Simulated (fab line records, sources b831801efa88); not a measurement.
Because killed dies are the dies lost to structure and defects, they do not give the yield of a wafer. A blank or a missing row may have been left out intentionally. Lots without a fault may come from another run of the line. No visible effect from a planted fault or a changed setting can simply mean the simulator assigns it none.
The tool behind it: which one? -- flow sky130 -- Sampling: 11 lots, 31 wafers, 3 of 708 route steps

## WHAT EACH GAUGE READ, for each wafer
SKY_VIA3_THK_MEAS_23: measures by xrf.
lot,measured,on,VIA3_W_THK (nm)
L355,day 40 10:08,film_metro-01,373 380 377
L357,day 40 18:59,film_metro-02,376 383 374
L356,day 40 22:35,film_metro-02,366 365 373
L363,day 42 15:31,film_metro-02,374 374 380
L367,day 43 15:34,film_metro-02,376 377 378
L368,day 44 01:19,film_metro-02,384 385 381
L369,day 44 07:33,film_metro-01,373 369
L375,day 45 17:10,film_metro-01,384 387 378
L376,day 45 22:08,film_metro-03,373 373 373
L377,day 46 02:13,film_metro-02,384 375 372
L378,day 46 02:59,film_metro-03,373 371

## WHAT TOOL EACH LOT RAN ON (gives the tool, then ch and the chambers of the sampled wafers, and finally the start)
lot,SKY_METAL2_SPUTTER_04,SKY_VIA3_SPUTTER_20
L355,"pvd_sputter-04, day 34 18:59","pvd_sputter-01, day 40 09:49"
L357,"pvd_sputter-04, day 35 02:32","pvd_sputter-02, day 40 18:41"
L356,"pvd_sputter-01, day 35 08:15","pvd_sputter-01, day 40 22:16"
L363,"pvd_sputter-01, day 37 05:34","pvd_sputter-02, day 42 15:13"
L367,"pvd_sputter-04, day 38 08:04","pvd_sputter-04, day 43 15:14"
L368,"pvd_sputter-04, day 38 18:35","pvd_sputter-01, day 44 01:01"
L369,"pvd_sputter-04, day 39 01:07","pvd_sputter-02, day 44 07:14"
L375,"pvd_sputter-01, day 40 18:46","pvd_sputter-01, day 45 16:51"
L376,"pvd_sputter-04, day 40 20:55","pvd_sputter-04, day 45 21:50"
L377,"pvd_sputter-04, day 41 01:35","pvd_sputter-02, day 46 01:55"
L378,"pvd_sputter-04, day 41 03:01","pvd_sputter-02, day 46 02:40"
- SKY_METAL2_SPUTTER_04: material TiN, target thk 70 nm, time 58.3 s.
- SKY_VIA3_SPUTTER_20: material TiN, target thk 20 nm, time 80 s.

## AS READ BY THE TOOLS THEMSELVES (means over the sampled wafers that have a number; for cases with no such wafer, the mark the record gives instead)
SKY_METAL2_SPUTTER_04.
lot,tool,throttle_valve_pct (%)
L355,pvd_sputter-04,31.0
L357,pvd_sputter-04,30.8
L356,pvd_sputter-01,29.5
L363,pvd_sputter-01,29.3
L367,pvd_sputter-04,31.2
L368,pvd_sputter-04,29.6
L369,pvd_sputter-04,31.2
L375,pvd_sputter-01,30.1
L376,pvd_sputter-04,31.3
L377,pvd_sputter-04,30.4
L378,pvd_sputter-04,31.1

SKY_VIA3_SPUTTER_20.
lot,tool,throttle_valve_pct (%)
L355,pvd_sputter-01,30.4
L357,pvd_sputter-02,29.7
L356,pvd_sputter-01,30.1
L363,pvd_sputter-02,29.7
L367,pvd_sputter-04,31.4
L368,pvd_sputter-01,30.0
L369,pvd_sputter-02,29.1
L375,pvd_sputter-01,30.3
L376,pvd_sputter-04,30.1
L377,pvd_sputter-02,29.6
L378,pvd_sputter-02,29.4

## THE ANSWER, worked out from the rows above alone
Rule: what is usual is taken from the lots themselves. Put in order of their means at a reading, lots are off if they are a third of the lots or fewer, leave a main group of 4 or more, and stand apart from it by a gap of 3 or more times the standard deviation of the main group's means; of several such gaps the widest counts. Not used: any main group whose means are identical at the precision the tables above print for the reading. A lot without any number at a reading at which 4 lots or more have one is off too. All remaining lots with rows at the step are treated as sound. First the gauges in route order, then the tools' own readings, where a lot's mean is used as printed above. The first step at which some lot is off is used, and at that step the reading that is off furthest; a lot without a number counts as furthest.
Nothing can be told from this: no lot is off at any reading shown.

## WHAT THE SIMULATOR PUT IN
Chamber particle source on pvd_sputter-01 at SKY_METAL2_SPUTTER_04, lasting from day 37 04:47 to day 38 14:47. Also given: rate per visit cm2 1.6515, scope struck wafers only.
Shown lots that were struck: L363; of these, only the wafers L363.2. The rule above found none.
